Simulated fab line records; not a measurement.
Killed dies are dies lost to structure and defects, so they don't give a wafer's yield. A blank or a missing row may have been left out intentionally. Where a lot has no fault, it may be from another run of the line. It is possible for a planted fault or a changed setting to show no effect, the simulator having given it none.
Problem report in the 8D (eight disciplines) form, filled by code / flow sky130 / the parts of the form that need people (team, actions taken, sign-off) are left out

== 1. THE PROBLEM ==
Wafers free of any fault read 4.00 nm (standard deviation 0.072) for POLY_GATE_OXIDATION_THK at SKY_POLY_GATE_THK_MEAS_21, against a mean of 5.39 nm on 6 wafers of 2 lots. Relative to the usual mean, that is a shift of +19 standard deviations.
Earliest sighting: wafer L383.1 on filmMetro-01 at day 23 07:43. At this step, 33 wafers from 11 lots have a number in the record. Rule for "out" (also "out of limits"): further than 4 standard deviations from the usual mean. Any other wafer with a number is counted as sound.

== 2. WHAT IT IS, WHAT IT ISN'T ==
question=which readings at this step | is=POLY_GATE_OXIDATION_THK | is not=-
question=which lots | is=L383, L384 | is not=L364, L365, L367, L368, L369, L370, L371, L372, L386
question=which wafers of those lots | is=all that have a number | is not=-
question=read on which gauges | is=filmMetro-01, filmMetro-02 | is not=filmMetro-04
question=when | is=from day 23 07:43 | is not=up to then (24 sound wafers); but 3 sound wafers of L386 came after

== 3. THE SUSPECTS, EACH WITH WHAT RULES IT OUT ==
Counting: a tool stays on the suspect list if, at a process step up to the reading, it processed all lots that are out and no sound lot following the first of them.
- ruled out: the gauge at SKY_POLY_GATE_THK_MEAS_21. The wafers that are out were read on 2 gauges (filmMetro-01, filmMetro-02).
- furnace-01 at SKY_POLY_GATE_OXIDATION_20 (stabilise 600 s, purge 300 s, target thk 4 nm): kept. All lots that are out passed through it, beginning with L383 at day 23 06:28, and no sound lot followed; its final sound lot before that point was L372 at day 19 16:14. Its own readings are out on those wafers: spikeTcBottomC, spikeTcCentreC, spikeTcLowerC, spikeTcTopC, spikeTcUpperC, tubeCenterTempC, tube_center_temp_C_max, zonePowerLowerPct.
Remaining after the count: furnace-01 at SKY_POLY_GATE_OXIDATION_20.

== 4. THE CAUSE (what the simulator had put in) ==
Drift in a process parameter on furnace-01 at SKY_POLY_GATE_OXIDATION_20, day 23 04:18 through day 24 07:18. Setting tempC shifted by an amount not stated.
After counting, this tool was the only one left.

== 5. THE EFFECT CHAIN, in route order ==
Rows list readings where the struck wafers' mean (over those with a number) sits beyond 3 standard deviations from the usual. Only readings whose record carries a usual standard deviation are examined. hours: median over the lots of the time between each lot's start at the first step of this table that gives one and its start at this step. sigmas: the change, counted in usual standard deviations.
hours=0; step=SKY_POLY_GATE_OXIDATION_20; reading=spikeTcBottomC; usual=868.0 C; on struck wafers=891.5; change=+23.5; sigmas=+20
hours=0; step=SKY_POLY_GATE_OXIDATION_20; reading=spikeTcCentreC; usual=849.9 C; on struck wafers=875.0; change=+25.1; sigmas=+26
hours=0; step=SKY_POLY_GATE_OXIDATION_20; reading=spikeTcLowerC; usual=850.0 C; on struck wafers=874.4; change=+24.4; sigmas=+24
hours=0; step=SKY_POLY_GATE_OXIDATION_20; reading=spikeTcTopC; usual=864.3 C; on struck wafers=887.5; change=+23.2; sigmas=+14
hours=0; step=SKY_POLY_GATE_OXIDATION_20; reading=spikeTcUpperC; usual=850.5 C; on struck wafers=874.5; change=+24.0; sigmas=+26
hours=0; step=SKY_POLY_GATE_OXIDATION_20; reading=tubeCenterTempC; usual=850.01 C; on struck wafers=874.38; change=+24.37; sigmas=+99 or more
hours=0; step=SKY_POLY_GATE_OXIDATION_20; reading=tube_center_temp_C_max; usual=852.2; on struck wafers=876.5; change=+24.3; sigmas=+64
hours=0; step=SKY_POLY_GATE_OXIDATION_20; reading=zonePowerCentrePct; usual=16.15 %; on struck wafers=17.22; change=+1.07; sigmas=+4.5
hours=0; step=SKY_POLY_GATE_OXIDATION_20; reading=zonePowerLowerPct; usual=16.58 %; on struck wafers=17.52; change=+0.94; sigmas=+5.9
hours=0; step=SKY_POLY_GATE_OXIDATION_20; reading=zonePowerUpperPct; usual=15.33 %; on struck wafers=16.38; change=+1.04; sigmas=+5.0
hours=1; step=SKY_POLY_GATE_THK_MEAS_21; reading=POLY_GATE_OXIDATION_THK; usual=4.00 nm; on struck wafers=5.39; change=+1.39; sigmas=+19
Here are the process steps it includes:
- SKY_POLY_GATE_OXIDATION_20: stabilise 600 s, purge 300 s, target thk 4 nm.
Later measuring or inspecting steps at which every struck wafer that the step has a row for has a number for every such reading, and none has moved that far: SKY_LDD_P_CD_MEAS_07.

== 6. WHAT WOULD HAVE CAUGHT IT SOONER ==
In this record the first reading out of limits at a measuring or inspecting step was taken at day 23 07:43, 3 hours after the fault began at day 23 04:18.
At SKY_POLY_GATE_OXIDATION_20, the tool's own readings (spikeTcBottomC, spikeTcCentreC, spikeTcLowerC, spikeTcTopC, spikeTcUpperC, tubeCenterTempC, tube_center_temp_C_max, zonePowerLowerPct) were out on each struck wafer the step has a row for, so an alarm limit on them would have fired on the first such wafer.
Among the 2 lots that are out, L384 began SKY_POLY_GATE_OXIDATION_20 on furnace-01 after day 23 07:43. Putting the tool on hold at that point would have spared it.
